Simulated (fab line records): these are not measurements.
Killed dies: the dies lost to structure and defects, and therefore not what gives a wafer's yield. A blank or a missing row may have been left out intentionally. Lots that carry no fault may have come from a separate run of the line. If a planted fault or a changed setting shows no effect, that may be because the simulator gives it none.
Which tool did it? + flow gf180mcu + route of 602 steps, sampled at 1 step: 15 lots, 45 wafers

## WHAT THE GAUGES READ, wafer by wafer
GF_M1_THK_MEAS_06: measures by xrf.
| lot  | measured     | on            | M1_ALCU_THK (nm) |
|------|--------------|---------------|------------------|
| L365 | day 16 10:28 | film-metro-02 | 456 458 452      |
| L367 | day 16 19:05 | film-metro-01 | 453 452 455      |
| L366 | day 16 21:17 | film-metro-01 | 452 451 441      |
| L368 | day 17 13:57 | film-metro-03 | 458 454 445      |
| L370 | day 18 11:16 | film-metro-01 | 449 449 458      |
| L371 | day 18 23:32 | film-metro-02 | 450 451 452      |
| L373 | day 19 10:49 | film-metro-03 | 462 451 456      |
| L374 | day 19 19:11 | film-metro-02 | 459 467 463      |
| L375 | day 20 05:24 | film-metro-02 | 452 443 445      |
| L376 | day 20 13:22 | film-metro-01 | 455 454 452      |
| L377 | day 20 17:16 | film-metro-03 | 447 443 452      |
| L378 | day 21 02:23 | film-metro-03 | 447 452 446      |
| L386 | day 23 12:38 | film-metro-02 | 456 450 452      |
| L387 | day 23 23:05 | film-metro-01 | 449 448 442      |
| L388 | day 24 06:29 | film-metro-03 | 446 453 449      |

## WHAT TOOL EACH LOT RAN ON (gives the tool, then ch and the chambers of the sampled wafers, and finally the start)
Record: no process step prior to these readings.

## AS READ BY THE TOOLS THEMSELVES (means over the sampled wafers that have a number; for cases with no such wafer, the mark the record gives instead)
The record holds no such reading with a usual standard deviation.

## THE ANSWER, worked out from the rows above alone
Rule: the lots themselves supply what counts as usual. The widest of any qualifying gaps counts: lots, ordered by their means at a reading, are off when they make up no more than a third of the lots, leave a main group of 4 or more, and stand apart from it by 3 or more times the standard deviation of that group's means. Not used: any main group whose means are identical at the precision the tables above print for the reading. Also off: a lot with no number at a reading for which 4 or more lots have one. All remaining lots with rows at the step are treated as sound. The gauges are gone through in route order, then the tools' own readings, and for those a lot's mean is taken as printed above. The first step at which some lot is off is used, and at that step the reading that is off furthest; a lot without a number counts as furthest.
No lot is off at any reading shown: from this, nothing can be told.

## WHAT HAD BEEN PUT IN BY THE SIMULATOR
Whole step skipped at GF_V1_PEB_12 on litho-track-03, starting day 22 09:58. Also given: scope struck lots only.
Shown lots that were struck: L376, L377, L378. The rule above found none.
